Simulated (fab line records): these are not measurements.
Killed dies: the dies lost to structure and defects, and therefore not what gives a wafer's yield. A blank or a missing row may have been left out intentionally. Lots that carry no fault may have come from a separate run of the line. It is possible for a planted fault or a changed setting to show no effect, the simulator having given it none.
Shared-tool check    flow sky130    12 lots, 45 wafers sampled

== WHY THIS WAS OPENED ==
SKY_GATE_OXIDE_TW_MEAS_14, reading GATE_OXIDE_TW: flagged on 3 of 12 lots. No-fault wafers: 223, standard deviation 3.3.
Rule: a lot gets a flag if all its wafers with a number sit over 4 standard deviations from that mean, or if no wafer of it has a number. As for the other lots, they are considered sound.

lot   measured      on            GATE_OXIDE_TW, wafer by wafer  flag
L546  day 15 08:17  filmMetro-02  228 227 228                    
L549  day 15 17:02  filmMetro-02  228 227 227                    
L550  day 16 07:48  filmMetro-03  219 222 219                    
L553  day 17 05:56  filmMetro-02  226 226 226                    
L555  day 18 00:23  filmMetro-01  221 221 223                    
L556  day 18 16:21  filmMetro-02  226 223 225                    
L559  day 20 00:18  filmMetro-03  243 243 242 243 242 243        FLAGGED
L561  day 20 11:59  filmMetro-03  244 244 242 243 242 244        FLAGGED
L562  day 20 20:26  filmMetro-01  247 246 247 247 247 248        FLAGGED
L565  day 23 06:28  filmMetro-02  225 226 227                    
L566  day 23 07:31  filmMetro-01  221 221 221                    
L564  day 23 08:44  filmMetro-01  221 221 220                    
On average the flagged lots' numbers are 244, which is +21 against the usual, or +6 standard deviations.

== WHICH TOOL EACH LOT WENT THROUGH ==
The record holds 2 process steps before the reading, out of a route of 708 steps. In each cell: the tool, then ch and the chambers that the sampled wafers went through, then the start.
lot   flag     SKY_VT_ADJUST_PCH_STRIP_09           SKY_GATE_OXIDE_IMPLANT_11
L546           plasmaAsher-03 ch 0,1, day 11 15:17  implanter-02 ch 0, day 15 07:57
L549           plasmaAsher-03 ch 0,1, day 12 04:30  implanter-02 ch 0, day 15 16:40
L550           plasmaAsher-01 ch 0,1, day 12 17:49  implanter-03 ch 0, day 16 07:28
L553           plasmaAsher-01 ch 0,1, day 13 13:54  implanter-01 ch 0, day 17 05:36
L555           plasmaAsher-01 ch 0,1, day 14 06:39  implanter-01 ch 0, day 18 00:01
L556           plasmaAsher-03 ch 0,1, day 14 13:04  implanter-03 ch 0, day 18 16:01
L559  FLAGGED  plasmaAsher-03 ch 0,1, day 15 15:56  implanter-03 ch 0, day 19 23:52
L561  FLAGGED  plasmaAsher-03 ch 0,1, day 16 03:46  implanter-03 ch 0, day 20 11:39
L562  FLAGGED  plasmaAsher-02 ch 0,1, day 16 14:10  implanter-03 ch 0, day 20 20:07
L565           plasmaAsher-03 ch 0,1, day 17 14:37  implanter-02 ch 0, day 23 06:07
L566           plasmaAsher-02 ch 0,1, day 17 16:25  implanter-02 ch 0, day 23 07:10
L564           plasmaAsher-03 ch 0,1, day 17 09:15  implanter-02 ch 0, day 23 08:24
These steps, and what they do:
- SKY_VT_ADJUST_PCH_STRIP_09: strips in O2/N2.
- SKY_GATE_OXIDE_IMPLANT_11
- SKY_GATE_OXIDE_TW_MEAS_14

== FLAGGED AGAINST TOTAL, ONE TOOL AT A TIME (gauges that did the reading follow at the end) ==
step                        tool            lots run  flagged  share of the flagged lots  sound lots run after its first flagged lot
SKY_VT_ADJUST_PCH_STRIP_09  plasmaAsher-01  3         0        none                       -
SKY_VT_ADJUST_PCH_STRIP_09  plasmaAsher-02  2         1        some                       1 (L566)
SKY_VT_ADJUST_PCH_STRIP_09  plasmaAsher-03  7         2        some                       2 (L564,L565)
SKY_GATE_OXIDE_IMPLANT_11   implanter-01    2         0        none                       -
SKY_GATE_OXIDE_IMPLANT_11   implanter-02    5         0        none                       -
SKY_GATE_OXIDE_IMPLANT_11   implanter-03    5         3        all                        0
SKY_GATE_OXIDE_TW_MEAS_14   filmMetro-01    4         1        some                       2 (L566,L564)
SKY_GATE_OXIDE_TW_MEAS_14   filmMetro-02    5         0        none                       -
SKY_GATE_OXIDE_TW_MEAS_14   filmMetro-03    3         2        some                       0

== WHAT THE TABLE ALLOWS ==
Rows of the table that ran each flagged lot: 1, that is implanter-03 at SKY_GATE_OXIDE_IMPLANT_11.
- implanter-03 at SKY_GATE_OXIDE_IMPLANT_11 ran 5 lots, 3 of them flagged. Its last sound lot is L556 (day 18 16:01), its first flagged lot L559 (day 19 23:52): a fault that began between those two fits. Its own readings (doseIonsCm2, faradayCurrentUA) fall more than 4 standard deviations out on all wafers of the flagged lots.
What remains is a single tool, implanter-03 at SKY_GATE_OXIDE_IMPLANT_11.

== WHAT THE SIMULATOR PUT IN ==
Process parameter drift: implanter-03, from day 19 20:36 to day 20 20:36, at SKY_GATE_OXIDE_IMPLANT_11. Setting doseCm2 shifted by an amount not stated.
Struck lots among those shown: L559, L561, L562. The rule above found the same.
